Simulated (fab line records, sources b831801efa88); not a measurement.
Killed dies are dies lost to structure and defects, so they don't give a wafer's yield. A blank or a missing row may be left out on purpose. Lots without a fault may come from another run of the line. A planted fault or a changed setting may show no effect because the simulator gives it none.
Which tool did it? | flow gf180mcu | 7 lots, 21 wafers sampled, at 2 steps of a route of 602

WHAT THE GAUGES READ, wafer by wafer
GF_HV_LDD_OVL_MEAS_32.
lot  | measured     | on         | HV_LDD_02_OVL (nm)
L603 | day 11 22:51 | overlay-01 | -1.6 -4.1 -3.0
L604 | day 12 07:12 | overlay-01 | -1.9 -0.6 -2.7
L609 | day 13 14:14 | overlay-02 | -1.0 -2.2 -3.5
L611 | day 14 12:48 | overlay-02 | 0.6 -0.7 0.6
L613 | day 14 18:08 | overlay-02 | -0.7 0.5 -0.7
L618 | day 16 10:31 | overlay-01 | -2.7 -0.1 0.9
L620 | day 17 11:34 | overlay-01 | 0.8 1.1 0.3

WHICH TOOL RAN EACH LOT (tool, then ch and the chambers of the sampled wafers, then the start)
lot  | GF_HV_LDD_STRIP_22
L603 | plasma_asher-04 ch 0,1, day 11 04:07
L604 | plasma_asher-02 ch 0,1, day 11 12:58
L609 | plasma_asher-02 ch 0,1, day 12 18:44
L611 | plasma_asher-04 ch 0,1, day 13 15:41
L613 | plasma_asher-02 ch 0,1, day 13 21:10
L618 | plasma_asher-04 ch 0,1, day 15 12:38
L620 | plasma_asher-02 ch 0,1, day 16 12:38
- GF_HV_LDD_STRIP_22: strips in O2/N2.

THE ANSWER, worked out from the rows above alone
Rule: what is usual is taken from the lots themselves. Put in order of their means at a reading, lots are off if they are a third of the lots or fewer, leave a main group of 4 or more, and stand apart from it by a gap of 3 or more times the standard deviation of the main group's means; of several such gaps the widest counts. A main group whose means are all the same, to the digits that the tables above print for the reading, isn't used. A lot without any number at a reading at which 4 lots or more have one is off too. The other lots that the step has rows for count as sound.
No lot is off at any reading shown: from this, nothing can be told.

WHAT THE SIMULATOR HAD PUT IN
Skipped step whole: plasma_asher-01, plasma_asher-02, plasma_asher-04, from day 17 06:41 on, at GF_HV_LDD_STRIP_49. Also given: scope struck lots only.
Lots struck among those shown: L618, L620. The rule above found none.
